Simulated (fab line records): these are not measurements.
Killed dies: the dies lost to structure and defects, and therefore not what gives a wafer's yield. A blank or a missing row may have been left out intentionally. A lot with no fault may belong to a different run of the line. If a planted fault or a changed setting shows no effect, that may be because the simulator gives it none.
Comparing a struck lot with a sound one :: flow gf180mcu :: 23 steps out of a route of 602
Sound: wafers L793.2, L793.4, L793.5. Wafers struck: L801.3, L801.4, L801.6. The cause is named last.
Per side, at each step with rows, come the tool, then ch with its chambers, and then its first start. Under that, the readings that differ: sound wafers :: struck wafers :: difference of the means :: sigmas: that difference in standard deviations of wafers without a fault.
alike: readings whose means differ by less than 2 such deviations, and words and numbers that are the same on both sides. not compared: withheld readings, readings that some wafer has no value for, bounds like >300 that may hide the same value, and numbers for which the record gives no deviation and whose values overlap.
The two part at a step that has a row with sigmas, a row that says differs or no value, or rows on one side only. Non-overlapping numbers with no deviation appear without sigmas and do not part them. Lack of a reading on every wafer of one side parts them only where that side has two or more wafers.

GF_V5_RS_MEAS_24: measures by four-point-probe.
  sound on film_metro-04, day 27 23:34; struck on film_metro-02, day 30 19:00
  alike: V5_W_RS
GF_V5_THK_MEAS_25: measures by xrf.
  sound on film_metro-04, day 27 23:41; struck on film_metro-02, day 30 19:06
  alike: V5_W_THK
GF_V5_CMP_26: polishes, stops on SiO2, t overpolish 15 s, target thk 0 nm.
  sound on cmp-01 ch 0,1,2, day 27 23:50; struck on cmp-02 ch 1,2,3, day 30 19:11
  alike: motor_current_A, overpolish_run_s, slurry_filter_dp_kPa, time_to_endpoint_s
GF_TOP_METAL_SPUTTER_00: material Ti, target thk 37.5 nm, time 150 s.
  sound on pvd_sputter-03, day 28 00:02; struck on pvd_sputter-01, day 30 19:26
  alike: throttle_valve_pct
GF_TOP_METAL_SPUTTER_01: material TiN, target thk 30 nm, time 25 s.
  sound on pvd_sputter-03, day 28 00:08; struck on pvd_sputter-01, day 30 19:32
  alike: throttle_valve_pct
GF_TOP_METAL_SPUTTER_02: material AlCu, target thk 900 nm, time 47.82 s.
  sound on pvd_sputter-03, day 28 00:10; struck on pvd_sputter-01, day 30 19:34
  alike: throttle_valve_pct
then, 1 step without rows for these wafers: GF_TOP_METAL_SPUTTER_03 (material Ti, target thk 5 nm, time 3.3 s).
GF_TOP_METAL_SPUTTER_04: material TiN, target thk 25 nm, time 20.8 s.
  sound on pvd_sputter-03, day 28 00:14; struck on pvd_sputter-01, day 30 19:38
  alike: throttle_valve_pct
GF_TOP_METAL_RS_MEAS_05: measures by four-point-probe.
  sound on film_metro-02, day 28 00:16; struck on film_metro-02, day 30 19:42
  alike: TOP_METAL_ALCU_RS
GF_TOP_METAL_THK_MEAS_06: measures by xrf.
  sound on film_metro-02, day 28 00:23; struck on film_metro-02, day 30 19:48
  alike: TOP_METAL_ALCU_THK
then, 2 steps without rows for these wafers: GF_TOP_METAL_DEHYDRATE_07 (time 60 s); GF_TOP_METAL_HMDS_08 (prime time 60 s).
GF_TOP_METAL_COAT_09: resist thk 1500 nm.
  sound on litho_track-01 ch 0, day 28 09:32; struck on litho_track-01 ch 0, day 31 03:58
reading: spin_speed_rpm (rpm)
sound: 3001.2 3001.6 2999.4
struck: 3130.3 3127.7 3127.8
difference: +127.9
sigmas: +75

reading: model.NOVOLAK_of_TOP_METAL_COAT_09.thk_nm (nm)
sound: 1500 1501 1508
struck: 1465 1469 1467
difference: -36
sigmas: 
then, 4 steps without rows for these wafers: GF_TOP_METAL_SOFTBAKE_10 (time 60 s); GF_TOP_METAL_EXPOSE_11 (exposes mask MetalTop, target cd 440 nm); GF_TOP_METAL_PEB_12; GF_TOP_METAL_DEVELOP_13 (develop time 60 s).
GF_TOP_METAL_CD_MEAS_14: the cd target is 440 nm.
  sound on cd_sem-02, day 28 19:26; struck on cd_sem-01, day 31 12:16
  alike: cd_nm
GF_TOP_METAL_OVL_MEAS_15:
  sound on overlay-02, day 28 19:32; struck on overlay-01, day 31 12:21
  alike: TOP_METAL_OVL
GF_TOP_METAL_METAL_ETCH_16: etches the open film in Cl2/BCl3, stops on SiO2, target depth 1197 nm, time 199.5 s.
  sound on rie_metal-02 ch 0,1, day 28 19:34; struck on rie_metal-02 ch 0,1, day 31 12:26
reading: model.NOVOLAK_of_TOP_METAL_COAT_09.thk_nm (nm)
sound: 1023 1016 1036
struck: 993.4 987.4 980.2
difference: -38.0
sigmas: 
  alike: chamber_pressure_mTorr, drypump_motor_current_A, oes_product_au, throttle_valve_pct
  not compared: rf_hours_counter_h
GF_TOP_METAL_STRIP_17: strips in O2/N2.
  sound on plasma_asher-01 ch 0,1, day 28 19:50; struck on plasma_asher-04 ch 0,1, day 31 12:36
reading: strip_time_to_endpoint_s (s)
sound: 12.93 12.85 13.09
struck: 12.66 12.59 12.50
difference: -0.37
sigmas: -5
  alike: chamber_pressure_mTorr, drypump_motor_current_A, heater_power_w, oes_product_au
  not compared: rf_hours_counter_h
then, 1 step without rows for these wafers: GF_TOP_METAL_STRIP_18 (strips in post etch residue remover, time 1200 s).
GF_PASSIVATION_PROBE_99:
  sound wafers here have rows in the record (prober-02, day 29 17:26); struck ones have none

WHERE THEY PART
At GF_TOP_METAL_COAT_09 first; at GF_PASSIVATION_PROBE_99 last (within this record only).

WHY: what had been put in by the simulator
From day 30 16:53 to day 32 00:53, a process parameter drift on litho_track-01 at GF_TOP_METAL_COAT_09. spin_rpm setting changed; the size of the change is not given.
